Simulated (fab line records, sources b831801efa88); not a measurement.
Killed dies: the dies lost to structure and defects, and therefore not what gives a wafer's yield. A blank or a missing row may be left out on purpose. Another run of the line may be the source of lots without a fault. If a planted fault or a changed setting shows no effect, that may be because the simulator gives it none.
Matching of chambers | flow gf180mcu | GF_STI_CVD_23 on hdpcvd-02 has 3 sister chambers
The step deposits SiO2, target thk 650 nm, time 108.3 s. 18 wafers are shown with their chamber, then 9 later ones without.

== WAFERS PAIRED WITH THEIR CHAMBERS ==
wafer  | chamber | pressure-mtorr (mTorr)
L529.1 | 2       | 5.985
L529.3 | 1       | 6.000
L529.5 | 1       | 6.025
L530.2 | 2       | 6.007
L530.3 | 0       | 5.995
L530.5 | 2       | 6.027
L531.1 | 2       | 5.999
L531.3 | 1       | 6.011
L531.6 | 1       | 6.000
L532.4 | 0       | 6.010
L532.5 | 2       | 6.001
L532.6 | 1       | 6.014
L535.4 | 1       | 6.006
L535.5 | 2       | 5.996
L535.6 | 0       | 6.016
L539.1 | 2       | 6.017
L539.5 | 2       | 5.993
L539.6 | 0       | 5.985

SIGNATURES (means of the wafers above)
reading        | chamber 0 | chamber 1 | chamber 2 | scatter within a chamber
pressure-mtorr | 6.00150   | 6.00933   | 6.00312   | 0.0125
Rule: a wafer's distance from a chamber is the root of the sum, over the readings, of the square of ((its reading less the chamber's mean) divided by the reading's scatter). If the next closest chamber is less than 2 further off than the closest, the wafer can't be placed; otherwise it belongs to the closest. The scatter: the root of (the sum of the squares of (reading less its chamber's mean) over the shown wafers, divided by (wafers less chambers)).

== WAFERS WITH NO CHAMBER GIVEN ==
wafer  | pressure-mtorr (mTorr)
L550.2 | 6.012
L550.4 | 6.028
L550.5 | 6.032
L551.3 | 5.989
L551.4 | 5.997
L551.5 | 5.996
L552.1 | 6.001
L552.2 | 6.015
L552.5 | 6.019

== WHICH CHAMBER EACH ONE RAN IN ==
wafer  | from the rows above          | in truth
L550.2 | can't be placed: 1 or 2 or 0 | 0
L550.4 | can't be placed: 1 or 2 or 0 | 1
L550.5 | can't be placed: 1 or 2 or 0 | 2
L551.3 | can't be placed: 0 or 2 or 1 | 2
L551.4 | can't be placed: 0 or 2 or 1 | 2
L551.5 | can't be placed: 0 or 2 or 1 | 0
L552.1 | can't be placed: 0 or 2 or 1 | 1
L552.2 | can't be placed: 1 or 2 or 0 | 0
L552.5 | can't be placed: 1 or 2 or 0 | 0
Correct placement for 0 of the 9. Cannot be placed on the basis of these rows: 9; the candidates contain the true chamber in 9. 0 placed wrongly.
